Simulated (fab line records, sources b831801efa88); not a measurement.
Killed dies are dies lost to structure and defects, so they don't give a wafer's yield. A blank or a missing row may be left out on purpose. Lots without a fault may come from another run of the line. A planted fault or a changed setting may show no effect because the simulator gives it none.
fab line records | flow gf180mcu
record lots=5 wafers=15 last_day=33
route steps=602 shown M1@332 V1@335 M2@362
lots that met no fault: from a run of the same line without faults
start_h: hours from the record's first day to the start of the lot's first wafer shown | wait_h: hours since the lot's step before | " the same as in the row above | L1.1+2: a row that stands for several wafers | - no value, or no start given | * or withheld: withheld | < > ~ a bound
route shown NAME@n: a module of which the file shows steps, and the number in the route of the first | usual: mean/standard deviation of fault-free wafers | same: alike in all rows | chamber/n: place in a boat | sites: the reading at each site | _std_site: their standard deviation | _edge_site: outer sites' mean less inner sites' | radius_mm: how far each site lies from the wafer's centre | mask NAME#n: copy n | behind: the tool/chamber that last shaped the wafer | hold: why the lot was held/for how many hours/how that ended | device: the transistor (n, p or np) that didn't switch | end of line: the same wafers' tests at the end of the route | a step without rows: its recipe alone | killed: dies lost to structure and defects at the first sort, not the wafer's yield | map: a wafer's dies, x killed, . not, _ none there
set.NAME: the setting as run; set.NAME@STEP: as run at that earlier step | model.NAME: the simulator's own value behind a step, which no gauge read
lots at some steps of the route; a table a step, a row a wafer
services: from which hour (start_h, from the record's first day; less than 0 if before it) a tool's chamber was out of use, for how many hours, and why
## steps
# step GF_M1_STRIP_17
# recipe chemistry=O2/N2 power_w=1400 pressure_mtorr=1500 platen_temp_c=250 o2_flow_sccm=3000 n2_flow_sccm=300 overash_fraction=0.5
# usual drypump_motor_current_A=5.7/0.52 heater_power_w=322/25 oes_product_au=0.540/0.0053 strip_time_to_endpoint_s=7.43/0.082
# columns lot.wafer tool chamber start_h wait_h drypump_motor_current_A heater_power_w oes_product_au rf_hours_counter_h strip_time_to_endpoint_s
L078.2 plasma_asher-04 0 418.61 0.2 5.8 311 0.537 78 7.47
L078.4 " 0 " " 5.8 311 0.546 - 7.48
L078.5 " 1 " " 6.0 339 0.543 - 7.50
L079.2 plasma_asher-01 1 425.73 0.1 5.0 303 0.534 63 7.42
L079.3 " 1 " " 5.0 301 0.540 - 7.42
L079.6 " 1 " " 5.0 299 0.536 - 7.38
L082.1 plasma_asher-01 0 454.39 0.1 5.6 373 0.536 66 7.31
L082.4 " 1 " " 5.0 305 0.534 - 7.33
L082.6 " 0 " " 5.6 373 0.544 - 7.51
L086.1 plasma_asher-01 0 484.16 0.2 5.6 368 0.540 69 7.43
L086.3 " 0 " " 5.6 376 0.542 - 7.41
L086.4 " 1 " " 5.0 307 0.536 - 7.43
L092.2 plasma_asher-02 0 540.94 0.1 5.3 321 0.535 46 7.32
L092.3 " 1 " " 6.6 303 0.544 - 7.49
L092.6 " 1 " " 6.6 294 0.531 - 7.31
# step GF_M1_STRIP_18
# recipe chemistry=post_etch_residue_remover time_s=1200 temp_c=72.5
# columns lot.wafer tool chamber start_h wait_h
L078.2+4+5 wet_bench-03 3 418.71 0.1
L079.2+3+6 wet_bench-03 2 425.83 0.1
L082.1+4+6 wet_bench-02 1 454.49 0.1
L086.1+3+4 wet_bench-03 0 484.26 0.1
L092.2+3+6 wet_bench-02 0 541.04 0.1
# step GF_M1_CLEAN_19
# recipe chemistry=DIW dry=n2_spin
# columns lot.wafer tool chamber start_h wait_h
L078.2+4+5 wet_bench-01 1 419.05 0.0
L079.2+3+6 wet_bench-02 3 426.17 0.0
L082.1+4+6 wet_bench-01 0 454.86 0.0
L086.1+3+4 wet_bench-02 1 484.63 0.0
L092.2+3+6 wet_bench-03 1 541.38 0.0
# step GF_V1_CVD_00
# recipe material=SiO2 target_thk_nm=600 sigma_open_frac=0.3 temp_c=400 time_s=100 sih4_flow_sccm=60 pressure_mtorr=6
# columns lot.wafer tool chamber start_h wait_h
L078.2+4+5 hdpcvd-02 2,2,1 419.15 0.0
L079.2+3+6 hdpcvd-01 2,1,0 426.27 0.0
L082.1+4+6 hdpcvd-02 2,0,1 454.96 0.0
L086.1+3+4 hdpcvd-02 2,1,0 484.72 0.0
L092.2+3+6 hdpcvd-01 1,0,0 541.57 0.0
# step GF_V1_THK_MEAS_01
# recipe reads=SiO2_of_V1_CVD_00
# usual V1_CVD_00_THK=598/6.5
# columns lot.wafer tool chamber start_h wait_h V1_CVD_00_THK[nm]
L078.2 film_metro-01 - 419.23 0.0 599
L078.4 " - " " 602
L078.5 " - " " 595
L079.2 film_metro-01 - 426.35 0.0 598
L079.3 " - " " 596
L079.6 " - " " 600
L082.1 film_metro-01 - 455.03 0.0 604
L082.4 " - " " 608
L082.6 " - " " 599
L086.1 film_metro-01 - 484.80 0.0 595
L086.3 " - " " 596
L086.4 " - " " 605
L092.2 film_metro-01 - 541.65 0.0 589
L092.3 " - " " 593
L092.6 " - " " 592
# step GF_V1_CVD_02
# recipe material=SiO2 target_thk_nm=850 precursor=TEOS temp_c=400 time_s=94.851 rf_w=600
# usual heater_power_outer_w=360/52 heater_power_w=634/61
# columns lot.wafer tool chamber start_h wait_h heater_power_outer_w heater_power_w
L078.2 pecvd-02 1 419.28 0.0 405 672
L078.4 " 2 " " 353 650
L078.5 " 0 " " 416 678
L079.2 pecvd-03 2 426.40 0.0 317 625
L079.3 " 1 " " 336 611
L079.6 " 1 " " 364 642
L082.1 pecvd-02 2 455.09 0.1 348 655
L082.4 " 1 " " 385 659
L082.6 " 2 " " 376 699
L086.1 pecvd-02 0 484.86 0.1 414 685
L086.3 " 2 " " 379 665
L086.4 " 0 " " 318 554
L092.2 pecvd-02 2 541.70 0.0 297 583
L092.3 " 1 " " 402 694
L092.6 " 1 " " 304 555
# step GF_V1_THK_MEAS_03
# recipe reads=SiO2_of_V1_CVD_02
# usual V1_CVD_02_THK=852/14
# columns lot.wafer tool chamber start_h wait_h V1_CVD_02_THK[nm]
L078.2 film_metro-01 - 419.36 0.0 839
L078.4 " - " " 848
L078.5 " - " " 845
L079.2 film_metro-03 - 426.48 0.0 848
L079.3 " - " " 846
L079.6 " - " " 849
L082.1 film_metro-03 - 455.16 0.0 849
L082.4 " - " " 868
L082.6 " - " " 855
L086.1 film_metro-03 - 484.93 0.0 848
L086.3 " - " " 856
L086.4 " - " " 853
L092.2 film_metro-04 - 541.78 0.0 849
L092.3 " - " " 842
L092.6 " - " " 857
# step GF_V1_CMP_04
# recipe material=SiO2 down_force_psi=4 platen_rpm=60 pad_velocity_m_s=0.94248
# usual motor_current_A=11.7/0.82 slurry_flow_ml_min=150.0/0.41 time_to_endpoint_s=81/6.3
# columns lot.wafer tool chamber start_h wait_h motor_current_A slurry_flow_ml_min time_to_endpoint_s
L078.2 cmp-02 2 419.41 0.0 10.6 149.7 81
L078.4 " 0 " " 13.0 150.3 78
L078.5 " 2 " " 10.5 150.1 86
L079.3 cmp-01 0 426.53 0.0 12.2 149.5 81
L079.2 " 1 " " 11.9 150.3 78
L079.6 " 1 " " 12.2 150.4 81
L082.1 cmp-02 0 455.27 0.1 12.9 149.6 79
L082.4 " 2 " " 10.3 149.4 92
L082.6 " 0 " " 12.6 150.3 83
L086.3 cmp-02 0 484.99 0.0 12.1 149.6 82
L086.1 " 1 " " 11.8 149.8 80
L086.4 " 2 " " 10.3 150.7 87
L092.2 cmp-01 3 541.83 0.0 11.6 150.1 83
L092.3 " 2 " " 10.5 149.2 71
L092.6 " 0 " " 12.3 150.8 84
# step GF_V1_BOW_MEAS_05
# recipe mode=bow
# usual V1_BOW=83/7.6
# columns lot.wafer tool chamber start_h wait_h V1_BOW[um]
L078.2 film_metro-03 - 419.73 0.3 96
L078.4 " - " " 88
L078.5 " - " " 88
L079.2 film_metro-01 - 426.85 0.2 89
L079.3 " - " " 78
L079.6 " - " " 74
L082.1 film_metro-01 - 455.52 0.2 83
L082.4 " - " " 91
L082.6 " - " " 83
L086.1 film_metro-01 - 485.29 0.2 92
L086.3 " - " " 80
L086.4 " - " " 87
L092.2 film_metro-01 - 542.15 0.3 91
L092.3 " - " " 76
L092.6 " - " " 86
# step GF_V1_DEHYDRATE_06
# recipe temp_c=200 time_s=60
# columns lot.wafer tool chamber start_h wait_h
L078.2+4+5 litho_track-03 0 430.55 10.8
L079.2+3+6 litho_track-04 0 438.71 11.8
L082.1+4+6 litho_track-04 0 467.08 11.5
L086.1+3+4 litho_track-03 0 495.92 10.6
L092.2+3+6 litho_track-04 0 552.46 10.3
# step GF_V1_HMDS_07
# recipe prime_time_s=60 prime_temp_c=120
# columns lot.wafer tool chamber start_h wait_h
L078.2+4+5 litho_track-03 0 430.70 0.1
L079.2+3+6 litho_track-04 0 438.86 0.1
L082.1+4+6 litho_track-04 0 467.23 0.1
L086.1+3+4 litho_track-03 0 496.07 0.1
L092.2+3+6 litho_track-04 0 552.61 0.1
# step GF_V1_COAT_08
# recipe resist=BARC temp_c=withheld time_s=withheld spin_rpm=withheld resist_thk_nm=withheld
# columns lot.wafer tool chamber start_h wait_h
L078.2+4+5 litho_track-03 0 430.85 0.1
L079.2+3+6 litho_track-04 0 439.01 0.1
L082.1+4+6 litho_track-04 0 467.38 0.1
L086.1+3+4 litho_track-03 0 496.22 0.1
L092.2+3+6 litho_track-04 0 552.76 0.1
# step GF_V1_COAT_09
# recipe resist=KrF spin_rpm=withheld resist_thk_nm=1000
# columns lot.wafer tool chamber start_h wait_h
L078.2+4+5 litho_track-03 0 - -
L079.2+3+6 litho_track-04 0 - -
L082.1+4+6 litho_track-04 0 - -
L086.1+3+4 litho_track-03 0 - -
L092.2+3+6 litho_track-04 0 - -
# step GF_V1_SOFTBAKE_10
# recipe temp_c=130 time_s=60 resist=KrF
# columns lot.wafer tool chamber start_h wait_h
L078.2+4+5 litho_track-03 0 - -
L079.2+3+6 litho_track-04 0 - -
L082.1+4+6 litho_track-04 0 - -
L086.1+3+4 litho_track-03 0 - -
L092.2+3+6 litho_track-04 0 - -
# step GF_V1_EXPOSE_11
# recipe mask_id=Via1 target_cd_nm=260 na=0.68 source_shape=conventional sigma_outer=0.6 dose_mj=38
# columns lot.wafer tool chamber start_h wait_h mask
L078.2+4+5 krf_scanner-01 0 - - Via1#0
L079.2+3+6 krf_scanner-02 0 - - Via1#0
L082.1+4+6 krf_scanner-01 0 - - Via1#0
L086.1+3+4 krf_scanner-01 0 - - Via1#0
L092.2+3+6 krf_scanner-02 0 - - Via1#0
# step GF_V1_PEB_12
# recipe peb_temp_c=135 peb_time_s=90 resist=KrF
# columns lot.wafer tool chamber start_h wait_h
L078.2+4+5 litho_track-03 0 - -
L079.2+3+6 litho_track-03 0 - -
L082.1+4+6 litho_track-03 0 - -
L086.1+3+4 litho_track-04 0 - -
L092.2+3+6 litho_track-04 0 - -
# step GF_V1_DEVELOP_13
# recipe develop_time_s=60 resist=KrF dev_temp_c=21
# columns lot.wafer tool chamber start_h wait_h
L078.2+4+5 litho_track-03 0 442.85 0.2
L079.2+3+6 litho_track-03 0 451.05 0.2
L082.1+4+6 litho_track-03 0 479.17 0.2
L086.1+3+4 litho_track-04 0 508.43 0.2
L092.2+3+6 litho_track-04 0 563.51 0.2
# step GF_V1_CD_MEAS_14
# recipe target_cd_nm=260
# usual cd_nm=259.9/1.1
# columns lot.wafer tool chamber start_h wait_h cd_nm
L078.2 cd_sem-02 - 442.99 0.1 260.3
L078.4 " - " " 261.3
L078.5 " - " " 260.2
L079.2 cd_sem-01 - 451.19 0.1 260.7
L079.3 " - " " 260.2
L079.6 " - " " 260.9
L082.1 cd_sem-02 - 479.32 0.1 260.9
L082.4 " - " " 259.6
L082.6 " - " " 258.6
L086.1 cd_sem-02 - 508.58 0.1 260.8
L086.3 " - " " 260.0
L086.4 " - " " 259.9
L092.2 cd_sem-02 - 563.65 0.1 259.4
L092.3 " - " " 258.9
L092.6 " - " " 259.5
# step GF_V1_OVL_MEAS_15
# usual V1_OVL=-2/4.9
# columns lot.wafer tool chamber start_h wait_h V1_OVL[nm]
L078.2 overlay-01 - 443.10 0.1 -2
L078.4 " - " " 0
L078.5 " - " " -5
L079.2 overlay-02 - 451.30 0.1 -10
L079.3 " - " " -9
L079.6 " - " " -4
L082.1 overlay-02 - 479.44 0.1 -1
L082.4 " - " " 2
L082.6 " - " " 0
L086.1 overlay-02 - 508.70 0.1 4
L086.3 " - " " -1
L086.4 " - " " 1
L092.2 overlay-02 - 563.76 0.1 -1
L092.3 " - " " -4
L092.6 " - " " 2
# step GF_V1_ETCH_16
# recipe chemistry=N2/H2 target_depth_a=withheld overetch_a=withheld time_s=withheld target=BARC ion_energy_ev=200 source_w=500 bias_w=100 pressure_mtorr=30 n2_flow_sccm=100 h2_flow_sccm=200
# usual drypump_motor_current_A=5.4/0.59 h2_flow_sccm=200.0/0.63 oes_product_au=0.854/0.0047 throttle_valve_pct=13.224/0.0089
# columns lot.wafer tool chamber start_h wait_h drypump_motor_current_A h2_flow_sccm oes_product_au throttle_valve_pct
L078.2 rie_diel-03 3 443.13 0.0 6.0 199.8 0.858 13.228
L078.4 " 2 " " 5.9 199.5 0.854 13.222
L078.5 " 3 " " 6.0 200.1 0.864 13.227
L079.2 rie_diel-04 3 451.33 0.0 4.7 199.8 0.860 13.217
L079.3 " 0 " " 6.0 199.9 0.854 13.212
L079.6 " 1 " " 5.3 200.2 0.850 13.245
L082.1 rie_diel-04 2 479.48 0.0 4.7 200.4 0.863 13.226
L082.4 " 1 " " 5.3 200.4 0.856 13.216
L082.6 " 0 " " 6.1 199.7 0.852 13.217
L086.1 rie_diel-04 1 508.74 0.0 5.3 199.0 0.859 13.217
L086.3 " 0 " " 6.1 199.5 0.858 13.217
L086.4 " 3 " " 4.7 201.2 0.853 13.224
L092.2 rie_diel-02 2 563.79 0.0 5.3 199.1 0.856 13.220
L092.3 " 1 " " 5.0 200.7 0.857 13.208
L092.6 " 1 " " 4.9 200.7 0.846 13.221
# step GF_V1_ETCH_17
# recipe chemistry=C4F8/O2/Ar mask_material=KrF target=SiO2 stop_on=TiN source_w=1500 bias_w=1200 pressure_mtorr=40 c4f8_flow_sccm=withheld O2_flow_sccm=6 Ar_flow_sccm=300 time_s=withheld target_depth_a=6300
# usual oes_product_au=0.856/0.0053
# columns lot.wafer tool chamber start_h wait_h oes_product_au
L078.2 rie_diel-03 3 - - 0.852
L078.4 " 2 " " 0.853
L078.5 " 3 " " 0.864
L079.2 rie_diel-04 3 - - 0.854
L079.3 " 0 " " 0.862
L079.6 " 1 " " 0.856
L082.1 rie_diel-04 2 - - 0.858
L082.4 " 1 " " 0.866
L082.6 " 0 " " 0.859
L086.1 rie_diel-04 1 - - 0.855
L086.3 " 0 " " 0.858
L086.4 " 3 " " 0.860
L092.2 rie_diel-02 2 - - 0.852
L092.3 " 1 " " 0.842
L092.6 " 1 " " 0.858
# step GF_V1_STRIP_18
# recipe chemistry=O2/N2 power_w=1400 pressure_mtorr=1500 platen_temp_c=250 o2_flow_sccm=3000 n2_flow_sccm=300 overash_fraction=0.5
# usual drypump_motor_current_A=5.6/0.38 heater_power_w=325/28 oes_product_au=0.594/0.0051
# columns lot.wafer tool chamber start_h wait_h drypump_motor_current_A heater_power_w oes_product_au rf_hours_counter_h
L078.2 plasma_asher-04 0 443.26 - 5.8 311 0.580 1
L078.4 " 1 " " 6.0 339 0.596 -
L078.5 " 1 " " 6.0 335 0.586 -
L079.2 plasma_asher-03 1 451.46 - 5.1 286 0.594 78
L079.3 " 1 " " 5.1 286 0.592 -
L079.6 " 1 " " 5.0 286 0.590 -
L082.1 plasma_asher-03 0 479.61 - 5.8 340 0.595 81
L082.4 " 1 " " 5.1 294 0.592 -
L082.6 " 0 " " 5.8 347 0.593 -
L086.1 plasma_asher-03 1 508.87 - 5.1 294 0.595 84
L086.3 " 0 " " 5.8 353 0.594 -
L086.4 " 1 " " 5.1 288 0.597 -
L092.2 plasma_asher-01 1 563.92 - 5.0 298 0.593 78
L092.3 " 1 " " 5.0 298 0.594 -
L092.6 " 1 " " 5.0 306 0.589 -
# step GF_V1_STRIP_19
# recipe chemistry=post_etch_residue_remover time_s=1200 temp_c=72.5
# columns lot.wafer tool chamber start_h wait_h
L078.2+4+5 wet_bench-01 1 443.36 0.1
L079.2+3+6 wet_bench-04 0 451.56 0.1
L082.1+4+6 wet_bench-01 1 479.71 0.1
L086.1+3+4 wet_bench-01 1 508.97 0.1
L092.2+3+6 wet_bench-02 1 564.02 0.1
# step GF_V1_CLEAN_20
# recipe chemistry=DIW dry=n2_spin
# columns lot.wafer tool chamber start_h wait_h
L078.2+4+5 wet_bench-04 2 443.70 0.0
L079.2+3+6 wet_bench-01 0 451.93 0.0
L082.1+4+6 wet_bench-02 1 480.08 0.0
L086.1+3+4 wet_bench-04 2 509.34 0.0
L092.2+3+6 wet_bench-01 0 564.36 0.0
# step GF_V1_SPUTTER_21
# recipe material=Ti target_thk_nm=15 chamber_pressure_pa=5 power_w=2500 substrate_temp_c=200 time_s=80.02
# usual throttle_valve_pct=29.9/1.1
# columns lot.wafer tool chamber start_h wait_h throttle_valve_pct
L078.2 pvd_sputter-03 - 443.79 0.0 28.7
L078.4 " - " " 28.7
L078.5 " - " " 28.7
L079.2 pvd_sputter-04 - 452.02 0.0 29.6
L079.3 " - " " 28.7
L079.6 " - " " 30.2
L082.1 pvd_sputter-03 - 480.17 0.0 30.8
L082.4 " - " " 29.0
L082.6 " - " " 30.6
L086.1 pvd_sputter-03 - 509.43 0.0 30.6
L086.3 " - " " 28.7
L086.4 " - " " 29.1
L092.2 pvd_sputter-03 - 564.45 0.0 28.6
L092.3 " - " " 32.0
L092.6 " - " " 30.6
# step GF_V1_SPUTTER_22
# recipe material=TiN target_thk_nm=10 chamber_pressure_pa=5 power_w=4000 time_s=40
# usual throttle_valve_pct=29.9/1.1
# columns lot.wafer tool chamber start_h wait_h throttle_valve_pct
L078.2 pvd_sputter-03 - 443.85 0.0 28.8
L078.4 " - " " 29.0
L078.5 " - " " 28.6
L079.2 pvd_sputter-04 - 452.08 0.0 29.5
L079.3 " - " " 28.9
L079.6 " - " " 30.1
L082.1 pvd_sputter-03 - 480.23 0.0 30.7
L082.4 " - " " 29.0
L082.6 " - " " 30.7
L086.1 pvd_sputter-03 - 509.49 0.0 30.7
L086.3 " - " " 28.4
L086.4 " - " " 28.8
L092.2 pvd_sputter-03 - 564.51 0.0 28.7
L092.3 " - " " 32.1
L092.6 " - " " 30.8
# step GF_V1_CVD_23
# recipe material=W target_thk_nm=350 time_s=105.05 temp_c=400 pressure_torr=40
# usual heater_power_outer_w=475/38 heater_power_w=784/64
# columns lot.wafer tool chamber start_h wait_h heater_power_outer_w heater_power_w
L078.2 cvd_w-02 0 443.89 0.0 438 755
L078.4 " 1 " " 478 739
L078.5 " 0 " " 426 740
L079.2 cvd_w-01 1 452.12 0.0 464 762
L079.3 " 0 " " 557 924
L079.6 " 0 " " 555 910
L082.1 cvd_w-01 0 480.27 0.0 536 912
L082.4 " 0 " " 545 914
L082.6 " 0 " " 547 908
L086.1 cvd_w-02 1 509.53 0.0 464 749
L086.3 " 0 " " 447 733
L086.4 " 1 " " 474 762
L092.2 cvd_w-02 0 564.55 0.0 443 748
L092.3 " 1 " " 475 747
L092.6 " 1 " " 482 741
# step GF_V1_RS_MEAS_24
# recipe thk_meas_gauge=four-point-probe reads=W_of_V1_CVD_23+TiN_of_V1_SPUTTER_22+Ti_of_V1_SPUTTER_21
# usual V1_W_RS=0.329/0.0045
# columns lot.wafer tool chamber start_h wait_h V1_W_RS[ohm/sq]
L078.2 film_metro-01 - 444.03 0.1 0.325
L078.4 " - " " 0.328
L078.5 " - " " 0.328
L079.2 film_metro-04 - 452.26 0.1 0.328
L079.3 " - " " 0.329
L079.6 " - " " 0.328
L082.1 film_metro-01 - 480.39 0.1 0.328
L082.4 " - " " 0.331
L082.6 " - " " 0.330
L086.1 film_metro-01 - 509.64 0.1 0.332
L086.3 " - " " 0.325
L086.4 " - " " 0.332
L092.2 film_metro-01 - 564.68 0.1 0.322
L092.3 " - " " 0.330
L092.6 " - " " 0.334
# step GF_V1_THK_MEAS_25
# recipe thk_meas_gauge=xrf reads=W_of_V1_CVD_23
# usual V1_W_THK=347/5.5
# columns lot.wafer tool chamber start_h wait_h V1_W_THK[nm]
L078.2 film_metro-01 - 444.14 0.1 351
L078.4 " - " " 349
L078.5 " - " " 347
L079.2 film_metro-04 - 452.37 0.1 350
L079.3 " - " " 347
L079.6 " - " " 348
L082.1 film_metro-01 - 480.51 0.1 348
L082.4 " - " " 346
L082.6 " - " " 349
L086.1 film_metro-01 - 509.76 0.1 343
L086.3 " - " " 355
L086.4 " - " " 345
L092.2 film_metro-01 - 564.79 0.1 353
L092.3 " - " " 346
L092.6 " - " " 339
# step GF_V1_CMP_26
# recipe stop_on=SiO2 down_force_psi=3.5 platen_rpm=60 t_overpolish_s=15 target_thk_nm=0 pad_velocity_m_s=0.94248
# usual motor_current_A=10.7/0.69 overpolish_run_s=15.000/0.0099 slurry_flow_ml_min=150.0/0.45 time_to_endpoint_s=84/5.2
# columns lot.wafer tool chamber start_h wait_h motor_current_A overpolish_run_s slurry_flow_ml_min time_to_endpoint_s
L078.2 cmp-01 3 444.19 0.0 10.6 15.007 149.8 85
L078.4 " 0 " " 11.0 14.991 150.1 79
L078.5 " 0 " " 11.2 15.015 149.9 86
L079.2 cmp-02 1 452.42 0.0 10.3 15.001 149.7 84
L079.3 " 3 " " 10.5 14.984 150.3 88
L079.6 " 1 " " 10.7 14.989 149.5 84
L082.4 cmp-02 2 480.62 0.1 10.4 15.010 150.1 87
L082.1 " 0 " " 11.9 14.981 150.4 84
L082.6 " 2 " " 9.8 14.998 151.0 86
L086.1 cmp-02 2 509.82 0.1 9.5 14.983 150.5 87
L086.4 " 3 " " 10.5 14.979 150.1 83
L086.3 " 1 " " 10.8 15.011 149.8 88
L092.3 cmp-01 2 564.94 0.1 10.1 14.991 149.7 74
L092.2 " 3 " " 10.7 15.003 150.1 82
L092.6 " 0 " " 11.3 15.011 150.7 81
# step GF_M2_SPUTTER_00
# recipe material=Ti target_thk_nm=37.5 arriving_ion_energy_ev=80 substrate_temp_c=200 chamber_pressure_pa=2 power_w=4000 time_s=150
# usual throttle_valve_pct=30.1/1
# columns lot.wafer tool chamber start_h wait_h throttle_valve_pct
L078.2 pvd_sputter-03 - 444.49 0.2 32.0
L078.4 " - " " 28.8
L078.5 " - " " 32.2
L079.2 pvd_sputter-02 - 452.72 0.2 31.3
L079.3 " - " " 28.9
L079.6 " - " " 31.3
L082.1 pvd_sputter-01 - 480.87 0.1 29.8
L082.4 " - " " 29.5
L082.6 " - " " 29.4
L086.1 pvd_sputter-02 - 510.12 0.2 29.1
L086.3 " - " " 30.7
L086.4 " - " " 30.1
L092.2 pvd_sputter-01 - 565.14 0.1 29.6
L092.3 " - " " 29.8
L092.6 " - " " 28.9
# step GF_M2_SPUTTER_01
# recipe material=TiN target_thk_nm=30 power_w=6500 time_s=25 chamber_pressure_pa=0.4
# usual throttle_valve_pct=30.1/1
# columns lot.wafer tool chamber start_h wait_h throttle_valve_pct
L078.2 pvd_sputter-03 - 444.59 0.1 31.7
L078.4 " - " " 28.7
L078.5 " - " " 31.9
L079.2 pvd_sputter-02 - 452.82 0.1 31.0
L079.3 " - " " 29.0
L079.6 " - " " 31.2
L082.1 pvd_sputter-01 - 480.97 0.1 29.6
L082.4 " - " " 29.3
L082.6 " - " " 29.6
L086.1 pvd_sputter-02 - 510.22 0.1 28.7
L086.3 " - " " 30.4
L086.4 " - " " 30.5
L092.2 pvd_sputter-01 - 565.24 0.1 29.3
L092.3 " - " " 29.7
L092.6 " - " " 28.5
# step GF_M2_SPUTTER_02
# recipe material=AlCu target_thk_nm=450 power_w=10600 time_s=23.9 chamber_pressure_pa=0.4
# usual throttle_valve_pct=30.1/1
# columns lot.wafer tool chamber start_h wait_h throttle_valve_pct
L078.2 pvd_sputter-03 - 444.62 0.0 32.0
L078.4 " - " " 28.6
L078.5 " - " " 31.9
L079.2 pvd_sputter-02 - 452.85 0.0 31.4
L079.3 " - " " 28.9
L079.6 " - " " 31.3
L082.1 pvd_sputter-01 - 481.00 0.0 29.8
L082.4 " - " " 29.7
L082.6 " - " " 29.3
L086.1 pvd_sputter-02 - 510.25 0.0 28.6
L086.3 " - " " 30.5
L086.4 " - " " 30.4
L092.2 pvd_sputter-01 - 565.27 0.0 29.5
L092.3 " - " " 29.8
L092.6 " - " " 28.5
# step GF_M2_SPUTTER_03
# recipe material=Ti target_thk_nm=10 substrate_temp_c=300 chamber_pressure_pa=0.3 power_w=3000 time_s=6.7
# usual throttle_valve_pct=30.1/1
# columns lot.wafer tool chamber start_h wait_h throttle_valve_pct
L078.2 pvd_sputter-03 - 444.65 0.0 32.0
L078.4 " - " " 28.5
L078.5 " - " " 32.0
L079.2 pvd_sputter-02 - 452.88 0.0 31.4
L079.3 " - " " 29.0
L079.6 " - " " 31.1
L082.1 pvd_sputter-01 - 481.03 0.0 30.0
L082.4 " - " " 29.3
L082.6 " - " " 29.2
L086.1 pvd_sputter-02 - 510.28 0.0 29.1
L086.3 " - " " 30.8
L086.4 " - " " 30.2
L092.2 pvd_sputter-01 - 565.30 0.0 29.6
L092.3 " - " " 29.8
L092.6 " - " " 28.7
# step GF_M2_SPUTTER_04
# recipe material=TiN target_thk_nm=50 power_w=6500 time_s=41.7 chamber_pressure_pa=0.4
# usual throttle_valve_pct=30.0/1
# columns lot.wafer tool chamber start_h wait_h throttle_valve_pct
L078.2 pvd_sputter-03 - 444.67 0.0 32.2
L078.4 " - " " 28.2
L078.5 " - " " 32.1
L079.2 pvd_sputter-02 - 452.90 0.0 31.2
L079.3 " - " " 29.1
L079.6 " - " " 31.2
L082.1 pvd_sputter-01 - 481.05 0.0 30.0
L082.4 " - " " 29.5
L082.6 " - " " 29.4
L086.1 pvd_sputter-02 - 510.30 0.0 29.0
L086.3 " - " " 30.7
L086.4 " - " " 30.7
L092.2 pvd_sputter-01 - 565.32 0.0 29.5
L092.3 " - " " 29.7
L092.6 " - " " 28.4
# step GF_M2_RS_MEAS_05
# recipe thk_meas_gauge=four-point-probe reads=TiN_of_M2_SPUTTER_04+Ti_of_M2_SPUTTER_03+AlCu_of_M2_SPUTTER_02+TiN_of_M2_SPUTTER_01+Ti_of_M2_SPUTTER_00
# usual M2_ALCU_RS=0.0693/0.0011
# columns lot.wafer tool chamber start_h wait_h M2_ALCU_RS[ohm/sq]
L078.2 film_metro-02 - 444.73 0.0 0.0666
L078.4 " - " " 0.0663
L078.5 " - " " 0.0665
L079.2 film_metro-01 - 452.96 0.0 0.0670
L079.3 " - " " 0.0675
L079.6 " - " " 0.0677
L082.1 film_metro-01 - 481.09 0.0 0.0699
L082.4 " - " " 0.0691
L082.6 " - " " 0.0692
L086.1 film_metro-02 - 510.34 0.0 0.0675
L086.3 " - " " 0.0688
L086.4 " - " " 0.0708
L092.2 film_metro-02 - 565.38 0.0 0.0692
L092.3 " - " " 0.0707
L092.6 " - " " 0.0693
# step GF_M2_THK_MEAS_06
# recipe thk_meas_gauge=xrf reads=AlCu_of_M2_SPUTTER_02
# usual M2_ALCU_THK=450/8.9
# columns lot.wafer tool chamber start_h wait_h M2_ALCU_THK[nm]
L078.2 film_metro-02 - 444.84 0.1 470
L078.4 " - " " 470
L078.5 " - " " 471
L079.2 film_metro-01 - 453.07 0.1 469
L079.3 " - " " 463
L079.6 " - " " 463
L082.1 film_metro-01 - 481.21 0.1 443
L082.4 " - " " 452
L082.6 " - " " 450
L086.1 film_metro-02 - 510.46 0.1 463
L086.3 " - " " 455
L086.4 " - " " 440
L092.2 film_metro-02 - 565.49 0.1 448
L092.3 " - " " 445
L092.6 " - " " 450
# step GF_M2_DEHYDRATE_07
# recipe temp_c=200 time_s=60
# columns lot.wafer tool chamber start_h wait_h
L078.2+4+5 litho_track-01 0 456.52 11.7
L079.2+3+6 litho_track-03 0 464.55 11.5
L082.1+4+6 litho_track-02 0 492.56 11.3
L086.1+3+4 litho_track-01 0 520.65 10.2
L092.2+3+6 litho_track-03 0 576.05 10.5
# step GF_M2_HMDS_08
# recipe prime_time_s=60 prime_temp_c=120
# columns lot.wafer tool chamber start_h wait_h
L078.2+4+5 litho_track-01 0 456.67 0.1
L079.2+3+6 litho_track-03 0 464.70 0.1
L082.1+4+6 litho_track-02 0 492.71 0.1
L086.1+3+4 litho_track-01 0 520.80 0.1
L092.2+3+6 litho_track-03 0 576.20 0.1
# step GF_M2_COAT_09
# recipe resist=KrF spin_rpm=withheld resist_thk_nm=1000
# columns lot.wafer tool chamber start_h wait_h
L078.2+4+5 litho_track-01 0 456.82 0.1
L079.2+3+6 litho_track-03 0 464.85 0.1
L082.1+4+6 litho_track-02 0 492.86 0.1
L086.1+3+4 litho_track-01 0 520.95 0.1
L092.2+3+6 litho_track-03 0 576.35 0.1
# step GF_M2_SOFTBAKE_10
# recipe temp_c=130 time_s=60 resist=KrF
# columns lot.wafer tool chamber start_h wait_h
L078.2+4+5 litho_track-01 0 456.97 0.1
L079.2+3+6 litho_track-03 0 465.00 0.1
L082.1+4+6 litho_track-02 0 493.01 0.1
L086.1+3+4 litho_track-01 0 521.10 0.1
L092.2+3+6 litho_track-03 0 576.50 0.1
## services
# columns tool chamber start_h hours kind
cvd_w-02 - 402.00 0.8 repair
cmp-02 - 404.04 4.0 pm
pvd_sputter-03 - 407.24 5.0 repair
pvd_sputter-02 - 427.91 0.9 repair
plasma_asher-03 - 440.06 8.3 repair
cmp-01 - 442.38 1.2 repair
cmp-02 - 442.97 4.0 repair
rie_diel-04 - 446.03 0.3 repair
hdpcvd-02 - 452.38 0.9 repair
cmp-02 - 456.17 4.0 repair
rie_diel-04 0 461.29 3.6 repair
pvd_sputter-02 - 463.98 2.9 repair
pvd_sputter-02 - 488.11 0.9 repair
cmp-02 - 490.37 0.4 repair
rie_diel-04 3 497.06 9.8 repair
pecvd-02 - 502.31 1.0 repair
cmp-02 - 511.99 0.8 repair
cmp-02 - 515.82 0.3 repair
cmp-01 - 523.26 3.9 repair
pvd_sputter-01 - 530.51 1.1 repair
pvd_sputter-03 - 536.83 2.3 repair
rie_diel-04 - 543.17 2.8 pm
plasma_asher-01 - 548.18 0.7 repair
cmp-01 - 572.27 4.0 pm
## key
fault none
